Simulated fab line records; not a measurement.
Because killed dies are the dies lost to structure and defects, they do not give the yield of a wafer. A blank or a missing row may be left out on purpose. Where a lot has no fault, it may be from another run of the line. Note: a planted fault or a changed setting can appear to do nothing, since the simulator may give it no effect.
A lot that was struck, set against a sound lot | flow sfq-line | 14 steps out of a route of 325
Sound: these wafers, L397.1, L397.3, L397.5. Struck: wafer L402.4 (L402.2, L402.6, from the same lot, were not struck and are left out); the cause is given at the end.
At each step with rows: each side's tool, then ch and its chambers, then its first start. Under that, the readings that differ: sound wafers | struck wafers | difference of the means | sigmas: that difference in standard deviations of wafers without a fault.
alike: readings with means less than 2 such deviations apart, plus words and numbers identical on both sides. not compared: withheld readings, readings lacking a value on some wafer, bounds such as >300 that could conceal the same value, and numbers that have no deviation in the record and whose values overlap.
The two part at a step that has a row with sigmas, a row that says differs or no value, or rows on one side only. Numbers that don't overlap but have no deviation are shown without sigmas and don't part them. Lack of a reading on every wafer of one side parts them only where that side has two or more wafers.

first, 6 steps without rows for these wafers: SFQ_TRILAYER_M1_LITHO_COAT_044 (resist thk 62 nm); SFQ_TRILAYER_M1_LITHO_COAT_039 (resist thk 600 nm); SFQ_TRILAYER_M1_LITHO_SOFTBAKE_043; SFQ_TRILAYER_M1_LITHO_EXPOSE_040 (exposes mask M1, target cd 500 nm); SFQ_TRILAYER_M1_LITHO_PEB_042 (peb time 60 s); SFQ_TRILAYER_M1_LITHO_DEVELOP_041 (time 60 s).
SFQ_M1_OVL_MEAS_911:
  sound on overlay-01, day 23 04:01; struck on overlay-01, day 26 04:11
  alike: M1_OVL
SFQ_TRILAYER_M1_BARC_OPEN_METAL_ETCH_054: etches BARC in O2, target depth 125 nm, time 41.7 s.
  sound on rie-metal-04 ch 0,1, day 23 04:03; struck on rie-metal-04 ch 0, day 26 04:13
  alike: drypump-motor-current-A, oes-product-au, rf-fwd-power-W
  not compared: rf-hours-counter-h
SFQ_TRILAYER_M1_ETCH_METAL_ETCH_042: etches Nb in Cl2/Ar, stops on SiO2, target depth 240 nm, time 120 s.
  sound on rie-metal-04 ch 0,1, day 23 04:07; struck on rie-metal-04 ch 0, day 26 04:17
  alike: drypump-motor-current-A, oes-product-au, rf-fwd-power-W
  not compared: rf-hours-counter-h
SFQ_TRILAYER_M1_STRIP_STRIP_043: strips in O2.
  sound on rie-metal-04 ch 0,1, day 23 04:14; struck on rie-metal-04 ch 0, day 26 04:24
  alike: drypump-motor-current-A, oes-product-au
  not compared: rf-hours-counter-h
then, 1 step without rows for these wafers: SFQ_TRILAYER_M1_STRIP_SOLV_CLEAN_044 (cleans in NMP, time 600 s).
SFQ_TRILAYER_I1_DEP_PECVD_045: deposits SiO2 from SiH4/N2O, time 111.11 s, target thk 500 nm.
  sound on pecvd-01 ch 1,2, day 23 05:01; struck on pecvd-01 ch 1, day 26 05:11
  reading                | sound          | struck | difference | sigmas
  throttle-valve-pct (%) | 31.6 24.0 24.0 | 31.7   | +5.2       | +2
  alike: heater-power-w, rf-fwd-power-W
SFQ_TRILAYER_I1_CMP_CMP_046: polishes SiO2.
  sound on cmp-01 ch 0,2, day 23 05:35; struck on cmp-01 ch 0, day 26 05:16
  reading                | sound       | struck | difference | sigmas
  time-to-endpoint-s (s) | 210 215 216 | 115    | -99        | -13
  alike: edge-zone-pressure-frac, motor-current-A, slurry-filter-dp-kPa
SFQ_I1_BOW_MEAS_912:
  sound on film-metro-01, day 23 08:05; struck on film-metro-03, day 26 08:17
  alike: I1_BOW

WHERE THEY PART
Last at SFQ_TRILAYER_I1_CMP_CMP_046 as far as this record goes, first at SFQ_TRILAYER_I1_DEP_PECVD_045. Later steps at which nothing parts them and some readings are alike: SFQ_I1_BOW_MEAS_912.

WHY: what had been put in by the simulator
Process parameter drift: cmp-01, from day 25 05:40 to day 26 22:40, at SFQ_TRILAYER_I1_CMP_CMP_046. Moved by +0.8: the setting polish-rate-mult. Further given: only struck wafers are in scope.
